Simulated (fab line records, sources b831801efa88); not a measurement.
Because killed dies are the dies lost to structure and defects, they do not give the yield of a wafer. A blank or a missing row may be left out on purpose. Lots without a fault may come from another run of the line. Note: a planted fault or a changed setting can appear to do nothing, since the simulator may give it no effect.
Matching of chambers ; flow sky130 ; SKY_METAL4_ETCH_17 on rie_diel-02 has 4 sister chambers
The step etches SiO2 in C4F8/O2/Ar, stops on TiN, time 3.9 s, target depth 15 nm. 16 wafers are shown with their chamber, then 8 later ones without.

## WAFERS WITH THEIR CHAMBER
wafer;chamber;chamber_pressure_mTorr (mTorr);oes_product_au (a.u.)
L081.3;2;40.02;0.736
L081.5;3;39.98;0.748
L081.6;2;40.04;0.746
L086.1;3;39.97;0.736
L086.3;2;39.97;0.749
L086.6;1;40.04;0.771
L087.1;1;40.02;0.741
L087.4;3;40.02;0.759
L087.5;0;39.95;0.752
L089.4;1;40.06;0.751
L089.5;0;40.04;0.759
L089.6;1;40.03;0.746
L091.1;1;40.00;0.749
L091.3;3;39.98;0.746
L091.4;2;40.01;0.760
L095.2;3;40.02;0.747

SIGNATURES (means of the wafers above)
reading;chamber 0;chamber 1;chamber 2;chamber 3;scatter within a chamber
chamber_pressure_mTorr;39.9950;40.0300;40.0100;39.9940;0.0302
oes_product_au;0.75550;0.75160;0.74775;0.74720;0.00962
Rule: a wafer lies at a distance from a chamber equal to the root of the sum of squares, over the readings, of (its reading less the chamber's mean, divided by the reading's scatter). If the next closest chamber is less than 2 further off than the closest, the wafer can't be placed; otherwise it belongs to the closest. The scatter is the square root of a quotient: the sum, over the shown wafers, of each reading's squared deviation from its chamber's mean, divided by wafers minus chambers.

## WAFERS WHOSE CHAMBER IS MISSING
wafer;chamber_pressure_mTorr (mTorr);oes_product_au (a.u.)
L095.3;40.00;0.764
L095.4;39.95;0.755
L096.2;39.97;0.750
L096.3;40.03;0.741
L096.4;40.00;0.758
L097.2;40.01;0.753
L097.4;40.05;0.761
L097.6;39.96;0.740

## CHAMBER TAKEN BY EACH
wafer;from the rows above;in truth
L095.3;can't be placed: 0 or 1 or 2 or 3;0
L095.4;can't be placed: 0 or 3 or 2 or 1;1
L096.2;can't be placed: 3 or 0 or 2 or 1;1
L096.3;can't be placed: 2 or 1 or 3 or 0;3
L096.4;can't be placed: 0 or 2 or 3 or 1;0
L097.2;can't be placed: 2 or 0 or 1 or 3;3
L097.4;can't be placed: 1 or 0 or 2 or 3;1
L097.6;can't be placed: 3 or 2 or 0 or 1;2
0 of 8 placed correctly. Not placeable from these rows: 8 (in 8, the candidates include the true chamber). Number placed wrongly: 0.
